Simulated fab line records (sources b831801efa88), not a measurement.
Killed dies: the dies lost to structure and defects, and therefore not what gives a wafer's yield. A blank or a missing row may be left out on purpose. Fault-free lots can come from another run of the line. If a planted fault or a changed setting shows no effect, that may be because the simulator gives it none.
A struck lot beside a sound one || flow sky130 || 15 steps out of a route of 708
Sound: the wafers L817.1, L817.3, L817.5. Wafers struck: L810.4, L810.5, L810.6. The cause comes at the end.
Each step with rows lists, per side, the tool, then ch with its chambers, then its first start. Under that, the readings that differ: sound wafers || struck wafers || difference of the means || sigmas: that difference in standard deviations of wafers without a fault.
alike: readings whose means differ by less than 2 such deviations, and words and numbers that are the same on both sides. not compared: withheld readings, readings that some wafer has no value for, bounds like >300 that may hide the same value, and numbers for which the record gives no deviation and whose values overlap.
The two part at a step that has a row with sigmas, a row that says differs or no value, or rows on one side only. Numbers that have no deviation but don't overlap get no sigmas and don't part them. A reading missing from all wafers of one side parts the sides only when that side holds two or more wafers.

SKY_VIA2_OVL_MEAS_13:
  sound on overlay-02, day 41 16:01; struck on overlay-01, day 40 00:20
  alike: VIA2_OVL
then, 1 step without rows for these wafers: SKY_VIA2_ETCH_14 (etches BARC in N2/H2, stops on SiO2, time 45.9 s, target depth 60 nm).
SKY_VIA2_ETCH_15: etches SiO2 in C4F8/O2/Ar, stops on TiN, target depth 546 nm, time 84 s.
  sound on rie_diel-03 ch 2,3, day 41 16:05; struck on rie_diel-03 ch 0,1,3, day 40 00:23
  alike: chamber_pressure_mTorr, oes_product_au
  not compared: rf_hours_counter_h
SKY_VIA2_STRIP_16: strips in O2/N2.
  sound on plasma_asher-03 ch 0, day 41 16:09; struck on plasma_asher-04 ch 0,1, day 40 00:29
  alike: chamber_pressure_mTorr, drypump_motor_current_A, oes_product_au, strip_time_to_endpoint_s
  not compared: rf_hours_counter_h
then, 3 steps without rows for these wafers: SKY_VIA2_STRIP_17 (strips in post etch residue remover, time 1200 s); SKY_VIA2_CLEAN_18 (cleans in IPA, time 180 s); SKY_VIA2_CLEAN_19 (cleans in O3/DIW).
SKY_VIA2_SPUTTER_20: material TiN, target thk 20 nm, time 80 s.
  sound on pvd_sputter-02, day 41 16:47; struck on pvd_sputter-01, day 40 01:03
  alike: cathode_dc_power_W, chamber_pressure_pa, throttle_valve_pct
SKY_VIA2_CVD_21: deposits W, target thk 420 nm, time 126.4 s.
  sound on cvd_w-02 ch 0,1, day 41 16:50; struck on cvd_w-02 ch 0,1, day 40 01:09
  alike: heater_power_w
SKY_VIA2_RS_MEAS_22: measures by four-point-probe.
  sound on film_metro-03, day 41 16:58; struck on film_metro-04, day 40 01:18
  alike: VIA2_W_RS
SKY_VIA2_THK_MEAS_23: measures by xrf.
  sound on film_metro-03, day 41 17:05; struck on film_metro-04, day 40 01:23
  alike: VIA2_W_THK
SKY_VIA2_CMP_24: polishes, stops on SiO2, t overpolish 20 s, target thk 0 nm.
  sound on cmp-01 ch 0,1,2, day 41 17:12; struck on cmp-02 ch 2,3, day 40 01:28
  alike: motor_current_A, overpolish_run_s, time_to_endpoint_s
SKY_METAL3_SPUTTER_00: material Ti, target thk 15 nm, time 10 s.
  sound on pvd_sputter-03, day 41 17:27; struck on pvd_sputter-02, day 40 01:43
  no value came back on the struck wafers for cathode_dc_power_W (W), chamber_pressure_pa (Pa), throttle_valve_pct (%); on the sound wafers cathode_dc_power_W (W) reads 3001.2 2999.5 2999.8
then, 1 step without rows for these wafers: SKY_METAL3_SPUTTER_01 (material TiN, target thk 20 nm, time 16.7 s).
-- the record jumps here: 9 days lie between the struck wafers' starts before and after (it left off in module METAL3 and takes up again in module PAD_OPEN, whose first step shown is number 708 of the route) --
SKY_PAD_OPEN_PROBE_99:
  sound on prober-01, day 50 05:09; struck on prober-02, day 48 15:55
{"reading": "model.etest.via2_chain.rc_ohm", "sound": "9.096 10.03 9.559", "struck": "10.22 10.37 10.37", "difference": "+0.76", "sigmas": ""}
  alike: defect_limited_yield, killed_at_M0_to_M3, killed_at_M4_up, killed_at_contacts, killed_at_front_end, killed_at_other, killed_dies, killed_open, killed_short, sort_bin_3_pad_short, sort_bin_5_function, sort_bin_6_memory, sort_n_pass, sort_yield_pct

## WHERE THEY PART
Only at SKY_METAL3_SPUTTER_00, as far as this record shows. Later steps at which nothing parts them and some readings are alike: SKY_PAD_OPEN_PROBE_99.

WHY: what the simulator had put in
At SKY_METAL3_SPUTTER_00, the step was skipped entirely on pvd_sputter-02 from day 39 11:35 on. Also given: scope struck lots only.
